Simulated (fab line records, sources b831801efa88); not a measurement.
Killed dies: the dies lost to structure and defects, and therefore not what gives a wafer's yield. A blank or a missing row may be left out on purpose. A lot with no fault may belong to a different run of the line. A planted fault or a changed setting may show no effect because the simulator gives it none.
The tool behind it: which one? ; flow sky130 ; 11 lots with 33 wafers sampled at 5 steps, on a route of 708 steps

WHAT EACH GAUGE READ, for each wafer
SKY_SD_N_RS_MEAS_16: measures by four-point-probe.
lot;measured;on;SD_N_RS (ohm/sq)
L331;day 27 22:16;filmMetro-03;68.58 68.35 68.57
L334;day 28 17:23;filmMetro-01;68.70 68.49 68.52
L335;day 28 23:53;filmMetro-03;68.51 68.54 68.51
L336;day 30 01:04;filmMetro-03;68.40 68.47 68.60
L339;day 31 08:11;filmMetro-03;68.60 68.67 68.65
L342;day 31 18:18;filmMetro-01;68.62 68.59 68.60
L344;day 32 17:41;filmMetro-01;71.25 71.17 71.23
L345;day 33 09:30;filmMetro-04;71.45 71.42 71.45
L346;day 33 14:11;filmMetro-04;68.84 68.71 68.61
L351;day 34 08:34;filmMetro-03;68.55 68.66 68.72
L354;day 35 10:29;filmMetro-03;68.46 68.59 68.46

EACH LOT AND THE TOOL THAT RAN IT (in order: tool; ch and the chambers of the sampled wafers; start)
lot;SKY_POLY_CUT_ETCH_10;SKY_RES_XHIGH_STRIP_08;SKY_SD_N_IMPLANT_09;SKY_SD_N_STRIP_11
L331;rieDiel-02 ch 0,2,3, day 24 04:49;plasmaAsher-04 ch 0,1, day 26 15:44;implanter-03 ch 0, day 27 21:35;plasmaAsher-01 ch 0,1, day 27 21:53
L334;rieDiel-02 ch 0,2, day 25 02:11;plasmaAsher-04 ch 0,1, day 27 12:24;implanter-03 ch 0, day 28 16:43;plasmaAsher-02 ch 0,1, day 28 16:59
L335;rieDiel-02 ch 1,2, day 25 07:58;plasmaAsher-04 ch 0,1, day 27 18:29;implanter-03 ch 0, day 28 23:13;plasmaAsher-01 ch 0,1, day 28 23:29
L336;rieDiel-01 ch 0,1,2, day 26 11:59;plasmaAsher-04 ch 0,1, day 28 20:57;implanter-03 ch 0, day 30 00:23;plasmaAsher-02 ch 0,1, day 30 00:41
L339;rieDiel-04 ch 0,1,3, day 27 19:26;plasmaAsher-01 ch 0,1, day 30 03:53;implanter-04 ch 0, day 31 07:31;plasmaAsher-01 ch 0, day 31 07:47
L342;rieDiel-02 ch 0,2,3, day 28 06:40;plasmaAsher-01 ch 0,1, day 30 14:26;implanter-01 ch 0, day 31 17:37;plasmaAsher-01 ch 0,1, day 31 17:55
L344;rieDiel-04 ch 0,2,3, day 29 05:16;plasmaAsher-04 ch 0,1, day 31 13:11;implanter-01 ch 0, day 32 17:00;plasmaAsher-01 ch 0,1, day 32 17:17
L345;rieDiel-01 ch 0,1,2, day 29 23:22;plasmaAsher-02 ch 0,1, day 32 06:32;implanter-01 ch 0, day 33 08:49;plasmaAsher-01 ch 0,1, day 33 09:05
L346;rieDiel-04 ch 0,2,3, day 30 03:31;plasmaAsher-01 ch 0,1, day 32 10:21;implanter-03 ch 0, day 33 13:31;plasmaAsher-01 ch 0,1, day 33 13:47
L351;rieDiel-02 ch 0,1,2, day 30 21:58;plasmaAsher-01 ch 0,1, day 33 04:59;implanter-04 ch 0, day 34 07:53;plasmaAsher-01 ch 0,1, day 34 08:11
L354;rieDiel-01 ch 2,3, day 32 01:49;plasmaAsher-04 ch 0,1, day 34 07:37;implanter-03 ch 0, day 35 09:49;plasmaAsher-02 ch 0,1, day 35 10:06
- SKY_POLY_CUT_ETCH_10: etches BARC in N2/H2, stops on SiO2, time 45.9 s, target depth 60 nm.
- SKY_RES_XHIGH_STRIP_08: strips in O2/N2.
- SKY_SD_N_IMPLANT_09
- SKY_SD_N_STRIP_11: strips in O2/N2.

THE ANSWER, worked out from the rows above alone
Rule: what is usual is taken from the lots themselves. Put in order of their means at a reading, lots are off if they are a third of the lots or fewer, leave a main group of 4 or more, and stand apart from it by a gap of 3 or more times the standard deviation of the main group's means; of several such gaps the widest counts. Not used: any main group whose means are identical at the precision the tables above print for the reading. A lot without any number at a reading at which 4 lots or more have one is off too. The other lots that the step has rows for count as sound.
Off: at SKY_SD_N_RS_MEAS_16 (SD_N_RS), L344, L345. Main group: mean 68.58 ohm/sq, sd 0.076.
If a tool, at a process step before that reading, ran all the lots that are off and no sound lot after the first of them, it fits. Those tools and the gauges at SKY_SD_N_RS_MEAS_16 are tried in the same way. One candidate fits, namely implanter-01 at SKY_SD_N_IMPLANT_09. A fault onset in the window from L342 (day 31 17:37, its last sound lot) to L344 (day 32 17:00, its first lot off) fits.

WHAT THE SIMULATOR HAD INSERTED
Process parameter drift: implanter-01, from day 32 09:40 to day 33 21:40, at SKY_SD_N_IMPLANT_09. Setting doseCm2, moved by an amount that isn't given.
Lots struck among those shown: L344, L345. This agrees with what the rule above found.
